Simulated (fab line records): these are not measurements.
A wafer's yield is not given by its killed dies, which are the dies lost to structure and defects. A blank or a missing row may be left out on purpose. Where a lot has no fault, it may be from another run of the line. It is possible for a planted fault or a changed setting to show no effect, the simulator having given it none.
Which tool is to blame? ; flow sky130 ; 36 wafers sampled from 12 lots at 1 step of a route of 708

## WHAT EACH GAUGE READ, for each wafer
SKY_VT_ADJUST_HVTR_CD_MEAS_07 targets a cd of 380 nm.
lot;measured;on;cdNm (nm)
L075;day 9 19:58;cdSem-02;377 378 378
L077;day 10 16:22;cdSem-01;378 377 378
L079;day 11 02:17;cdSem-02;378 379 380
L081;day 11 22:21;cdSem-02;379 381 375
L083;day 12 05:32;cdSem-01;375 377 375
L085;day 13 03:40;cdSem-02;379 377 376
L087;day 13 15:07;cdSem-01;384 384 384
L089;day 14 01:57;cdSem-02;381 380 380
L091;day 14 18:27;cdSem-02;376 380 378
L093;day 15 10:49;cdSem-02;383 383 384
L095;day 16 01:11;cdSem-02;382 381 379
L097;day 16 12:02;cdSem-02;379 378 382

## EACH LOT AND THE TOOL THAT RAN IT (in order: tool; ch and the chambers of the sampled wafers; start)
Before these readings, the record contains no process step.

## THE ANSWER, worked out from the rows above alone
Rule: the usual values come from the lots themselves. The widest of any qualifying gaps counts: lots, ordered by their means at a reading, are off when they make up no more than a third of the lots, leave a main group of 4 or more, and stand apart from it by 3 or more times the standard deviation of that group's means. A main group is skipped when, at the precision printed for the reading in the tables above, its means are all equal. A lot without any number at a reading at which 4 lots or more have one is off too. Any other lot the step has rows for is counted as sound.
None of the lots is off at any reading shown; this tells nothing.

## WHAT THE SIMULATOR HAD INSERTED
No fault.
